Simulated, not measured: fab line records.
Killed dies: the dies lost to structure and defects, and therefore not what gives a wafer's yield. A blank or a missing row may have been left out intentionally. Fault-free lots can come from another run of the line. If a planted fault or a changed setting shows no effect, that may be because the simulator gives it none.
Which tool is to blame? + flow gf180mcu + 14 lots with 42 wafers sampled at 3 steps, on a route of 602 steps

## WHAT THE GAUGES READ, wafer by wafer
GF_V5_THK_MEAS_25: measures by xrf. Usual: V5_W_THK 332 nm, standard deviation 4.9.
| lot  | measured     | on            | V5_W_THK (nm) | flag |
|------|--------------|---------------|---------------|------|
| L288 | day 27 09:59 | film-metro-03 | 335 331 331   |      |
| L289 | day 27 18:17 | film-metro-03 | 329 339 338   |      |
| L290 | day 28 08:43 | film-metro-01 | 323 325 322   |      |
| L291 | day 28 08:54 | film-metro-03 | 333 336 331   |      |
| L292 | day 28 20:16 | film-metro-03 | 328 338 328   |      |
| L293 | day 28 23:23 | film-metro-04 | 344 332 337   |      |
| L298 | day 30 15:50 | film-metro-04 | 327 336 335   |      |
| L301 | day 31 01:56 | film-metro-04 | 335 334 336   |      |
| L304 | day 32 07:17 | film-metro-03 | 330 331 331   |      |
| L306 | day 33 04:21 | film-metro-03 | 333 329 337   |      |
| L308 | day 33 05:09 | film-metro-01 | 329 327 331   |      |
| L309 | day 33 07:27 | film-metro-03 | 333 332 334   |      |
| L310 | day 33 20:53 | film-metro-04 | 333 342 343   |      |
| L311 | day 33 21:11 | film-metro-04 | 332 333 335   |      |

## WHICH TOOL RAN EACH LOT (tool, then ch and the chambers of the sampled wafers, then the start)
| lot  | GF_M4_SPUTTER_04             | GF_V5_CMP_04                  |
|------|------------------------------|-------------------------------|
| L288 | pvd-sputter-02, day 22 13:30 | cmp-02 ch 0,1, day 26 11:17   |
| L289 | pvd-sputter-04, day 22 22:51 | cmp-01 ch 1,2,3, day 26 20:14 |
| L290 | pvd-sputter-04, day 23 09:48 | cmp-01 ch 1,2,3, day 27 05:40 |
| L291 | pvd-sputter-04, day 23 14:51 | cmp-01 ch 0,1,2, day 27 11:23 |
| L292 | pvd-sputter-04, day 24 04:35 | cmp-01 ch 0,2,3, day 27 23:16 |
| L293 | pvd-sputter-01, day 24 07:55 | cmp-02 ch 0,1,2, day 28 02:10 |
| L298 | pvd-sputter-01, day 26 07:41 | cmp-02 ch 0,2,3, day 29 20:00 |
| L301 | pvd-sputter-01, day 26 19:59 | cmp-02 ch 0,1,3, day 30 07:32 |
| L304 | pvd-sputter-02, day 28 04:24 | cmp-01 ch 0,1,3, day 31 13:03 |
| L306 | pvd-sputter-02, day 29 05:47 | cmp-01 ch 0,1,3, day 32 10:41 |
| L308 | pvd-sputter-04, day 29 08:46 | cmp-02 ch 0,1,3, day 32 11:14 |
| L309 | pvd-sputter-04, day 29 11:25 | cmp-01 ch 0,1,2, day 32 14:00 |
| L310 | pvd-sputter-01, day 30 00:58 | cmp-02 ch 0,3, day 33 03:49   |
| L311 | pvd-sputter-04, day 30 04:18 | cmp-01 ch 0,2, day 33 03:55   |
- GF_M4_SPUTTER_04: material TiN, target thk 50 nm, time 41.7 s.
- GF_V5_CMP_04: polishes SiO2.

## AS READ BY THE TOOLS THEMSELVES (means over the sampled wafers that have a number; for cases with no such wafer, the mark the record gives instead)
GF_M4_SPUTTER_04. Usual: throttle-valve-pct at 29.6 %, with a standard deviation of 0.76.
| lot  | tool           | throttle-valve-pct (%) | flag |
|------|----------------|------------------------|------|
| L288 | pvd-sputter-02 | 29.7                   |      |
| L289 | pvd-sputter-04 | 29.3                   |      |
| L290 | pvd-sputter-04 | 29.7                   |      |
| L291 | pvd-sputter-04 | 29.2                   |      |
| L292 | pvd-sputter-04 | 29.8                   |      |
| L293 | pvd-sputter-01 | 29.9                   |      |
| L298 | pvd-sputter-01 | 29.9                   |      |
| L301 | pvd-sputter-01 | 28.6                   |      |
| L304 | pvd-sputter-02 | 29.7                   |      |
| L306 | pvd-sputter-02 | 29.9                   |      |
| L308 | pvd-sputter-04 | 29.2                   |      |
| L309 | pvd-sputter-04 | 29.9                   |      |
| L310 | pvd-sputter-01 | 29.8                   |      |
| L311 | pvd-sputter-04 | 29.3                   |      |

GF_V5_CMP_04. Usual: motor-current-A at 12.2 A, with a standard deviation of 1.1.
| lot  | tool   | motor-current-A (A) | flag |
|------|--------|---------------------|------|
| L288 | cmp-02 | 13.2                |      |
| L289 | cmp-01 | 12.4                |      |
| L290 | cmp-01 | 12.6                |      |
| L291 | cmp-01 | 12.3                |      |
| L292 | cmp-01 | 12.3                |      |
| L293 | cmp-02 | 12.2                |      |
| L298 | cmp-02 | 12.7                |      |
| L301 | cmp-02 | 12.8                |      |
| L304 | cmp-01 | 11.3                |      |
| L306 | cmp-01 | 11.7                |      |
| L308 | cmp-02 | 12.8                |      |
| L309 | cmp-01 | 12.7                |      |
| L310 | cmp-02 | 13.2                |      |
| L311 | cmp-01 | 12.2                |      |

## THE ANSWER, worked out from the rows above alone
Rule: a lot is off if the mean of its wafers that have a number lies more than 3 standard deviations from the usual mean. Also off: a lot with no number at a reading for which 4 or more lots have one. Any other lot the step has rows for is counted as sound. First the gauges in route order, then the tools' own readings, where a lot's mean is used as printed above. The first step at which some lot is off is used, and at that step the reading that is off furthest; a lot without a number counts as furthest.
Nothing can be told from this: no lot is off at any reading shown.

## WHAT THE SIMULATOR HAD PUT IN
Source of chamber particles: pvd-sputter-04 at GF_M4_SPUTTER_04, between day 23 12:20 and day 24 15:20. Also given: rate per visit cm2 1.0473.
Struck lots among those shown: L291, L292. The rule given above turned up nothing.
